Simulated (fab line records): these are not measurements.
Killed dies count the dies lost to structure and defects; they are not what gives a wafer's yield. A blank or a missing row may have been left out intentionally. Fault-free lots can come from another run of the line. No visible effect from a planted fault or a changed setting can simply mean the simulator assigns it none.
Chamber matching	flow sky130	SKY_VIA3_CMP_02 on cmp-02 has 3 sister chambers
The step polishes SiO2. 14 wafers are shown with their chamber, then 6 later ones without.

== WAFERS, EACH WITH ITS CHAMBER ==
wafer	chamber	motor-current-A (A)	platen-rpm (rpm)
L874.1	1	11.9	59.96
L874.5	1	11.0	60.05
L874.6	0	11.0	60.04
L883.1	1	11.5	59.98
L883.2	0	10.2	59.96
L883.6	1	11.8	60.08
L887.1	0	11.3	59.96
L887.2	3	12.3	59.98
L887.5	1	11.6	60.02
L888.4	3	12.0	59.96
L888.5	0	11.2	59.94
L888.6	3	12.5	59.99
L891.3	1	11.8	60.08
L891.5	3	12.7	59.97

SIGNATURES (averages over the wafers above)
reading	chamber 0	chamber 1	chamber 3	scatter within a chamber
motor-current-A	10.925	11.600	12.375	0.376
platen-rpm	59.9750	60.0283	59.9750	0.0419
Rule: a wafer lies at a distance from a chamber equal to the root of the sum of squares, over the readings, of (its reading less the chamber's mean, divided by the reading's scatter). If the next closest chamber is less than 2 further off than the closest, the wafer can't be placed; otherwise it belongs to the closest. How the scatter is found: for the shown wafers, subtract from each reading the mean of its chamber, square and add these, divide the total by (wafers less chambers), then take the root.

== WAFERS MISSING THEIR CHAMBER ==
wafer	motor-current-A (A)	platen-rpm (rpm)
L891.6	10.8	59.98
L894.1	10.5	60.04
L894.5	11.0	59.96
L894.6	12.8	60.02
L893.3	10.3	60.00
L893.5	12.3	60.00

== WHICH CHAMBER EACH WENT THROUGH ==
wafer	from the rows above	in truth
L891.6	0	0
L894.1	can't be placed: 0 or 1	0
L894.5	can't be placed: 0 or 1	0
L894.6	can't be placed: 3 or 1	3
L893.3	can't be placed: 0 or 1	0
L893.5	can't be placed: 3 or 1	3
Placed correctly: 1 of 6. Can't be placed from these rows: 5 (the true chamber is among the candidates in 5). Placed wrongly: 0.
